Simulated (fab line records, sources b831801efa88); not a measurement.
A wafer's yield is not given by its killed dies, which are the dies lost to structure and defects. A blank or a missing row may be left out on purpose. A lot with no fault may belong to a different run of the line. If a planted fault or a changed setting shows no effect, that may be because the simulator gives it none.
Chamber matching | flow gf180mcu | 3 sister chambers for GF_V1_CVD_02 on pecvd-03
The step deposits SiO2 from TEOS, target thk 850 nm, time 94.851 s. 6 wafers are shown with their chamber, then 8 later ones without.

EACH WAFER AND ITS CHAMBER
wafer  | chamber | heater-power-w (W)
L083.4 | 0       | 628
L083.6 | 2       | 638
L088.2 | 1       | 822
L088.4 | 2       | 577
L088.6 | 1       | 670
L089.3 | 0       | 666

WAFERS WITH NO CHAMBER GIVEN
wafer  | heater-power-w (W)
L089.4 | 604
L089.6 | 834
L093.1 | 726
L093.3 | 673
L093.6 | 772
L095.1 | 663
L095.3 | 774
L095.6 | 808

THE CHAMBER EACH PASSED THROUGH
wafer  | from the rows above          | in truth
L089.4 | can't be placed: 2 or 0      | 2
L089.6 | can't be placed: 1 or 0      | 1
L093.1 | can't be placed: 1 or 0 or 2 | 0
L093.3 | can't be placed: 0 or 2 or 1 | 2
L093.6 | can't be placed: 1 or 0      | 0
L095.1 | can't be placed: 0 or 2 or 1 | 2
L095.3 | can't be placed: 1 or 0      | 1
L095.6 | can't be placed: 1 or 0      | 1
Correctly placed: 0 of 8. Cannot be placed on the basis of these rows: 8; the candidates contain the true chamber in 8. 0 placed wrongly.
How it was worked out, from the rows above alone: a wafer's distance from a chamber is the root of the sum, over the readings, of the square of ((its reading less the chamber's mean) divided by the reading's scatter). The wafer belongs to the nearest chamber; if the next one is less than 2 further off, it can't be placed. For every chamber, the mean is computed from those of its wafers that are shown. The scatter is the square root of a quotient: the sum, over the shown wafers, of each reading's squared deviation from its chamber's mean, divided by wafers minus chambers.
